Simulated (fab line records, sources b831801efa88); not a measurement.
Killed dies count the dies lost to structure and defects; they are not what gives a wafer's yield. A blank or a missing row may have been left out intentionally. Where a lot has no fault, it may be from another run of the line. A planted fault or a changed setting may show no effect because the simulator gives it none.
What tool caused it? | flow gf180mcu | 11 lots, 33 wafers sampled, at 5 steps of a route of 602

## WHAT THE GAUGES READ, wafer by wafer
GF_PSD_RS_MEAS_14: measures by four-point-probe.
lot  | measured     | on           | NSD_RS (ohm/sq)
L483 | day 14 16:19 | filmMetro-03 | 45.88 46.05 46.02
L485 | day 15 07:26 | filmMetro-03 | 46.10 46.22 46.28
L486 | day 16 03:19 | filmMetro-01 | 46.14 46.21 46.22
L490 | day 16 22:58 | filmMetro-03 | 46.16 46.26 46.07
L491 | day 17 16:47 | filmMetro-03 | 45.08 45.10 45.21 45.05 45.16 45.07
L494 | day 18 11:46 | filmMetro-02 | 45.24 45.19 45.25 45.33 45.17 45.30
L498 | day 20 00:08 | filmMetro-01 | 46.10 46.10 46.05
L499 | day 20 10:22 | filmMetro-03 | 45.89 46.01 45.96
L503 | day 21 16:05 | filmMetro-03 | 46.04 46.05 46.03
L504 | day 22 02:59 | filmMetro-01 | 46.16 46.35 46.44
L505 | day 22 06:43 | filmMetro-02 | 46.27 46.22 46.24

## WHICH TOOL RAN EACH LOT (tool, then ch and the chambers of the sampled wafers, then the start)
lot  | GF_HV_LDD_ETCHBACK_58             | GF_NSD_IMPLANT_09               | GF_NSD_STRIP_11                     | GF_PSD_STRIP_10
L483 | rieDiel-03 ch 0,1, day 12 22:08   | implanter-01 ch 0, day 13 19:02 | plasmaAsher-02 ch 0,1, day 13 19:19 | plasmaAsher-01 ch 0,1, day 14 15:59
L485 | rieDiel-02 ch 2,3, day 13 12:36   | implanter-01 ch 0, day 14 09:22 | plasmaAsher-04 ch 0,1, day 14 09:40 | plasmaAsher-03 ch 0,1, day 15 07:08
L486 | rieDiel-01 ch 1,2,3, day 14 07:38 | implanter-01 ch 0, day 15 05:01 | plasmaAsher-03 ch 0,1, day 15 05:19 | plasmaAsher-01 ch 0,1, day 16 03:01
L490 | rieDiel-01 ch 0,1,2, day 15 02:32 | implanter-02 ch 0, day 15 23:37 | plasmaAsher-04 ch 1, day 15 23:55   | plasmaAsher-02 ch 0,1, day 16 22:31
L491 | rieDiel-03 ch 1,2,3, day 15 19:40 | implanter-01 ch 0, day 16 17:25 | plasmaAsher-04 ch 0,1, day 16 17:43 | plasmaAsher-02 ch 0,1, day 17 16:29
L494 | rieDiel-01 ch 0,1,2, day 16 12:49 | implanter-01 ch 0, day 17 11:49 | plasmaAsher-04 ch 0,1, day 17 12:07 | plasmaAsher-03 ch 0,1, day 18 11:28
L498 | rieDiel-01 ch 0,1, day 17 23:59   | implanter-04 ch 0, day 18 23:26 | plasmaAsher-03 ch 0,1, day 18 23:43 | plasmaAsher-03 ch 0,1, day 19 23:49
L499 | rieDiel-01 ch 1,2,3, day 18 08:28 | implanter-04 ch 0, day 19 08:26 | plasmaAsher-03 ch 0,1, day 19 08:43 | plasmaAsher-01 ch 0,1, day 20 10:02
L503 | rieDiel-02 ch 0,2,3, day 19 14:41 | implanter-01 ch 0, day 20 15:17 | plasmaAsher-03 ch 0,1, day 20 15:34 | plasmaAsher-01 ch 0,1, day 21 15:46
L504 | rieDiel-03 ch 0,2,3, day 20 02:05 | implanter-04 ch 0, day 21 02:20 | plasmaAsher-02 ch 0,1, day 21 02:37 | plasmaAsher-02 ch 0,1, day 22 02:40
L505 | rieDiel-02 ch 2,3, day 20 05:55   | implanter-04 ch 0, day 21 06:32 | plasmaAsher-04 ch 0,1, day 21 06:49 | plasmaAsher-01 ch 0,1, day 22 06:25
- GF_HV_LDD_ETCHBACK_58: etches Si3N4 in CH3F/O2, stops on SiO2, time 100 s, target depth 90 nm.
- GF_NSD_IMPLANT_09
- GF_NSD_STRIP_11: strips in O2/N2.
- GF_PSD_STRIP_10: strips in O2/N2.

## THE ANSWER, worked out from the rows above alone
Rule: what is usual is taken from the lots themselves. Put in order of their means at a reading, lots are off if they are a third of the lots or fewer, leave a main group of 4 or more, and stand apart from it by a gap of 3 or more times the standard deviation of the main group's means; of several such gaps the widest counts. The tables above print the reading to a certain number of digits; a main group whose means all agree to those digits is not used. A lot without any number at a reading at which 4 lots or more have one is off too. Any other lot the step has rows for is counted as sound.
Off: L491, L494, seen at GF_PSD_RS_MEAS_14 (NSD_RS). Main group: mean 46.13 ohm/sq, sd 0.12.
If a tool, at a process step before that reading, ran all the lots that are off and no sound lot after the first of them, it fits. Those tools and the gauges at GF_PSD_RS_MEAS_14 are tried in the same way. No candidate that was tried fits.

## WHAT HAD BEEN PUT IN BY THE SIMULATOR
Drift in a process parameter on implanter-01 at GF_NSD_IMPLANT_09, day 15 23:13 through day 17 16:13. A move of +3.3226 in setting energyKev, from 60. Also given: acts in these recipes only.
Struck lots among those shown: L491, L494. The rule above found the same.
